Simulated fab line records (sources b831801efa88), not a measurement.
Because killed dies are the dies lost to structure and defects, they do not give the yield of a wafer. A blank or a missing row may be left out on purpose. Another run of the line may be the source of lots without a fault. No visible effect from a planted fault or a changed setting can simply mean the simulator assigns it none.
A lot that was struck, set against a sound lot    flow sky130    19 out of 708 route steps
Sound: these wafers, L310.1, L310.2, L310.4. The struck wafers were L304.2, L304.4, L304.5. Last of all comes the cause.
Order at every step that has rows: each side's tool, ch and its chambers, its first start. Under that, the readings that differ: sound wafers    struck wafers    difference of the means    sigmas: that difference in standard deviations of wafers without a fault.
alike: same words and numbers on both sides, and readings whose means sit less than 2 such deviations apart. not compared: any withheld reading, any reading some wafer has no value for, any bound like >300 that may hide the same value, and any number with overlapping values for which the record gives no deviation.
Wherever a step has rows on one side only, a row that says differs or no value, or a row with sigmas, the two part there. Numbers that have no deviation but don't overlap get no sigmas and don't part them. A reading that every wafer of one side lacks parts them only if that side has two wafers or more.

first, 3 steps without rows for these wafers: SKY_SD_P_EXPOSE_04 (exposes mask PSDM, target cd 380 nm); SKY_SD_P_PEB_05; SKY_SD_P_DEVELOP_06 (develop time 60 s).
SKY_SD_P_CD_MEAS_07: target cd 380 nm.
  struck on cd-sem-01, day 30 18:40; sound on cd-sem-01, day 31 23:41
  alike: cd-nm
SKY_SD_P_OVL_MEAS_08:
  struck on overlay-02, day 30 18:46; sound on overlay-02, day 31 23:49
reading        sound        struck         difference  sigmas
SD_P_OVL (nm)  1.0 1.7 2.6  -2.1 -0.3 0.3  -2.5        -2
following that, these wafers have no rows for 1 step: SKY_SD_P_IMPLANT_09.
SKY_SD_P_STRIP_10: strips in O2/N2.
  sound on plasma-asher-01 ch 0,1, day 31 23:59; struck on plasma-asher-02 ch 0,1, day 30 18:56
  alike: drypump-motor-current-A, oes-product-au, strip-time-to-endpoint-s
  not compared: rf-hours-counter-h
SKY_SD_P_TW_MEAS_11:
  struck on film-metro-04, day 30 19:03; sound on film-metro-02, day 32 00:05
  alike: SD_P_TW
then, 4 steps without rows for these wafers: SKY_RES_XHIGH_DEHYDRATE_00 (time 60 s); SKY_RES_XHIGH_HMDS_01 (prime time 60 s); SKY_RES_XHIGH_COAT_02 (resist thk 1140 nm); SKY_RES_XHIGH_SOFTBAKE_03 (time 60 s).
SKY_RES_XHIGH_EXPOSE_04: exposes mask URPM, target cd 1270 nm.
  struck on iline-stepper-01, day 31 09:00; sound on iline-stepper-02 ch 0, day 32 13:44
  no value came back on the struck wafers for exposure-dose-mJ-cm2, focus-offset-nm (nm), stage-vel-mm-s (mm/s); on the sound wafers exposure-dose-mJ-cm2 reads 139.80 139.87 140.15
  alike: mask
then, 3 steps without rows for these wafers: SKY_RES_XHIGH_PEB_05; SKY_RES_XHIGH_DEVELOP_06 (develop time 60 s); SKY_RES_XHIGH_IMPLANT_07.
SKY_RES_XHIGH_STRIP_08: strips in O2/N2.
  sound on plasma-asher-03 ch 0,1, day 33 02:50; struck on plasma-asher-04 ch 0,1, day 31 22:41
  alike: drypump-motor-current-A, oes-product-au, strip-time-to-endpoint-s
  not compared: rf-hours-counter-h
SKY_RES_XHIGH_TW_MEAS_09:
  struck on film-metro-02, day 31 22:48; sound on film-metro-02, day 33 02:56
reading       sound           struck    difference  sigmas
RES_XHIGH_TW  1614 1612 1618  30 29 30  -1585       -99 or more
then, 1 step without rows for these wafers: SKY_SD_N_DEHYDRATE_00 (time 60 s).

## WHERE THEY PART
At SKY_SD_P_OVL_MEAS_08 first; at SKY_RES_XHIGH_TW_MEAS_09 last (within this record only).

WHY: whatever the simulator had introduced
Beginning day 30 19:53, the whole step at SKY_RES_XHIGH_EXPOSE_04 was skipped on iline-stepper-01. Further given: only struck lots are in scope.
